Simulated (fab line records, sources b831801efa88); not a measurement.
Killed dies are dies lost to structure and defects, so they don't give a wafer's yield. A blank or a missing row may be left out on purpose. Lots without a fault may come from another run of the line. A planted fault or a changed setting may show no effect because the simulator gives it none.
Which of the tools did it?    flow gf180mcu    13 lots, 39 wafers sampled, at 5 steps of a route of 602

== WHAT THE GAUGES SHOWED, per wafer ==
GF_V3_THK_MEAS_01. Usual: V3_CVD_00_THK 603 nm, standard deviation 6.4.
lot   measured      on            V3_CVD_00_THK (nm)       flag
L271  day 21 23:50  filmMetro-03  602 599 599              
L274  day 23 08:30  filmMetro-03  600 609 603              
L275  day 23 15:14  filmMetro-01  301 306 304 302 306 304  OFF
L276  day 24 04:01  filmMetro-01  299 307 306 299 307 305  OFF
L277  day 24 04:11  filmMetro-03  607 609 616              
L282  day 26 01:47  filmMetro-03  604 603 598              
L284  day 26 12:36  filmMetro-03  601 606 602              
L285  day 26 19:33  filmMetro-01  611 609 602              
L288  day 27 20:11  filmMetro-01  597 599 600              
L289  day 28 02:27  filmMetro-03  606 600 599              
L290  day 28 05:04  filmMetro-02  602 602 607              
L292  day 28 20:44  filmMetro-03  595 591 599              
L293  day 29 05:49  filmMetro-02  614 609 608              

== WHAT TOOL EACH LOT RAN ON (gives the tool, then ch and the chambers of the sampled wafers, and finally the start) ==
lot   GF_V2_ETCH_16                      GF_M3_SPUTTER_00             GF_M3_SPUTTER_01             GF_V3_CVD_00
L271  rieDiel-02 ch 1,2,3, day 20 21:09  pvdSputter-03, day 20 22:31  pvdSputter-03, day 20 22:37  hdpcvd-02 ch 0,1,2, day 21 23:44
L274  rieDiel-02 ch 2,3, day 22 06:51    pvdSputter-01, day 22 08:13  pvdSputter-01, day 22 08:19  hdpcvd-01 ch 0,1,2, day 23 08:25
L275  rieDiel-01 ch 0,3, day 22 13:12    pvdSputter-02, day 22 14:34  pvdSputter-02, day 22 14:40  hdpcvd-01 ch 0,2, day 23 15:10
L276  rieDiel-04 ch 1,2,3, day 23 03:12  pvdSputter-03, day 23 04:34  pvdSputter-03, day 23 04:40  hdpcvd-01 ch 1,2, day 24 03:56
L277  rieDiel-02 ch 1,2,3, day 23 03:33  pvdSputter-02, day 23 04:55  pvdSputter-02, day 23 05:01  hdpcvd-02 ch 0,1,2, day 24 04:07
L282  rieDiel-04 ch 3, day 25 01:57      pvdSputter-02, day 25 03:25  pvdSputter-02, day 25 03:31  hdpcvd-02 ch 0,1, day 26 01:40
L284  rieDiel-04 ch 0,1,3, day 25 13:16  pvdSputter-03, day 25 14:38  pvdSputter-03, day 25 14:44  hdpcvd-02 ch 0,1, day 26 12:30
L285  rieDiel-02 ch 0,1,3, day 25 19:59  pvdSputter-02, day 25 21:34  pvdSputter-02, day 25 21:40  hdpcvd-02 ch 0,1,2, day 26 19:29
L288  rieDiel-01 ch 1,2, day 26 21:10    pvdSputter-01, day 26 22:34  pvdSputter-01, day 26 22:40  hdpcvd-01 ch 1,2, day 27 20:06
L289  rieDiel-02 ch 0,1, day 27 03:28    pvdSputter-03, day 27 04:50  pvdSputter-03, day 27 04:56  hdpcvd-01 ch 1,2, day 28 02:23
L290  rieDiel-01 ch 0,1, day 27 06:19    pvdSputter-01, day 27 07:45  pvdSputter-01, day 27 07:51  hdpcvd-02 ch 0,1,2, day 28 04:57
L292  rieDiel-02 ch 0,2, day 27 22:58    pvdSputter-01, day 28 00:28  pvdSputter-01, day 28 00:34  hdpcvd-01 ch 0,1,2, day 28 20:40
L293  rieDiel-02 ch 0,1,2, day 28 07:51  pvdSputter-03, day 28 09:37  pvdSputter-03, day 28 09:43  hdpcvd-02 ch 0,1, day 29 05:45
- GF_V2_ETCH_16: etches BARC in N2/H2.
- GF_M3_SPUTTER_00: material Ti, target thk 37.5 nm, time 150 s.
- GF_M3_SPUTTER_01: material TiN, target thk 30 nm, time 25 s.
- GF_V3_CVD_00: deposits SiO2, target thk 600 nm, time 100 s.

== WHAT THE TOOLS THEMSELVES READ (means of the sampled wafers that have a number; where no wafer has one, the mark that the record gives instead) ==
GF_V2_ETCH_16. Usual: drypumpMotorCurrentA 5.4 A, standard deviation 0.44; n2FlowSccm 100.04 sccm, standard deviation 0.29; oesProductAu 0.855 a.u., standard deviation 0.0049; throttleValvePct 13.224 %, standard deviation 0.0092.
lot   tool        drypumpMotorCurrentA (A)  n2FlowSccm (sccm)  oesProductAu (a.u.)  throttleValvePct (%)  flag
L271  rieDiel-02  4.9                       100.01             0.854                13.220                
L274  rieDiel-02  5.0                       100.29             0.855                13.225                
L275  rieDiel-01  5.8                       99.85              0.852                13.223                
L276  rieDiel-04  5.5                       100.35             0.857                13.231                
L277  rieDiel-02  4.9                       99.91              0.853                13.223                
L282  rieDiel-04  5.6                       99.74              0.855                13.225                
L284  rieDiel-04  5.5                       99.91              0.854                13.224                
L285  rieDiel-02  5.1                       100.20             0.854                13.229                
L288  rieDiel-01  5.4                       99.79              0.857                13.215                
L289  rieDiel-02  5.2                       99.97              0.854                13.218                
L290  rieDiel-01  6.1                       100.04             0.852                13.232                
L292  rieDiel-02  5.4                       99.85              0.854                13.212                
L293  rieDiel-02  5.2                       100.33             0.859                13.224                

GF_M3_SPUTTER_00. Usual: 30.4 % for throttleValvePct, sd 1.1.
lot   tool           throttleValvePct (%)  flag
L271  pvdSputter-03  29.6                  
L274  pvdSputter-01  30.2                  
L275  pvdSputter-02  31.0                  
L276  pvdSputter-03  30.1                  
L277  pvdSputter-02  31.8                  
L282  pvdSputter-02  30.0                  
L284  pvdSputter-03  29.6                  
L285  pvdSputter-02  31.3                  
L288  pvdSputter-01  30.3                  
L289  pvdSputter-03  29.8                  
L290  pvdSputter-01  30.4                  
L292  pvdSputter-01  30.4                  
L293  pvdSputter-03  30.0                  

GF_M3_SPUTTER_01. Usual: 30.4 % for throttleValvePct, sd 1.1.
lot   tool           throttleValvePct (%)  flag
L271  pvdSputter-03  29.4                  
L274  pvdSputter-01  30.5                  
L275  pvdSputter-02  31.0                  
L276  pvdSputter-03  30.3                  
L277  pvdSputter-02  31.8                  
L282  pvdSputter-02  30.1                  
L284  pvdSputter-03  29.6                  
L285  pvdSputter-02  31.5                  
L288  pvdSputter-01  30.2                  
L289  pvdSputter-03  29.8                  
L290  pvdSputter-01  30.4                  
L292  pvdSputter-01  30.5                  
L293  pvdSputter-03  30.0                  

GF_V3_CVD_00. Usual: pressureMtorr 6.002 mTorr, standard deviation 0.013; sih4FlowSccm 60.00 sccm, standard deviation 0.17.
lot   tool       pressureMtorr (mTorr)  sih4FlowSccm (sccm)  flag
L271  hdpcvd-02  5.998                  60.04                
L274  hdpcvd-01  5.997                  60.09                
L275  hdpcvd-01  6.002                  29.92                OFF
L276  hdpcvd-01  6.017                  30.06                OFF
L277  hdpcvd-02  6.000                  60.04                
L282  hdpcvd-02  5.998                  60.09                
L284  hdpcvd-02  5.985                  59.83                
L285  hdpcvd-02  5.995                  59.76                
L288  hdpcvd-01  6.017                  60.09                
L289  hdpcvd-01  5.989                  60.24                
L290  hdpcvd-02  6.007                  60.03                
L292  hdpcvd-01  6.010                  59.92                
L293  hdpcvd-02  5.994                  60.20                

== THE ANSWER, worked out from the rows above alone ==
Rule: take the mean of a lot's wafers that have a number; if it is more than 3 standard deviations from the usual mean, the lot is off. A lot without any number at a reading at which 4 lots or more have one is off too. The other lots that the step has rows for count as sound. Order of review: gauges by route order, followed by the tools' own readings, for which a lot's mean as printed above is used. The first step at which some lot is off is used, and at that step the reading that is off furthest; a lot without a number counts as furthest.
Off: L275, L276, seen at GF_V3_THK_MEAS_01 (V3_CVD_00_THK).
If a tool, at a process step before that reading, ran all the lots that are off and no sound lot after the first of them, it fits. Not tried: the gauges at GF_V3_THK_MEAS_01; whatever is off there is also off at GF_V3_CVD_00, on other tools, and gauge error can't account for it. None of those tried fits.

== WHAT HAD BEEN PUT IN BY THE SIMULATOR ==
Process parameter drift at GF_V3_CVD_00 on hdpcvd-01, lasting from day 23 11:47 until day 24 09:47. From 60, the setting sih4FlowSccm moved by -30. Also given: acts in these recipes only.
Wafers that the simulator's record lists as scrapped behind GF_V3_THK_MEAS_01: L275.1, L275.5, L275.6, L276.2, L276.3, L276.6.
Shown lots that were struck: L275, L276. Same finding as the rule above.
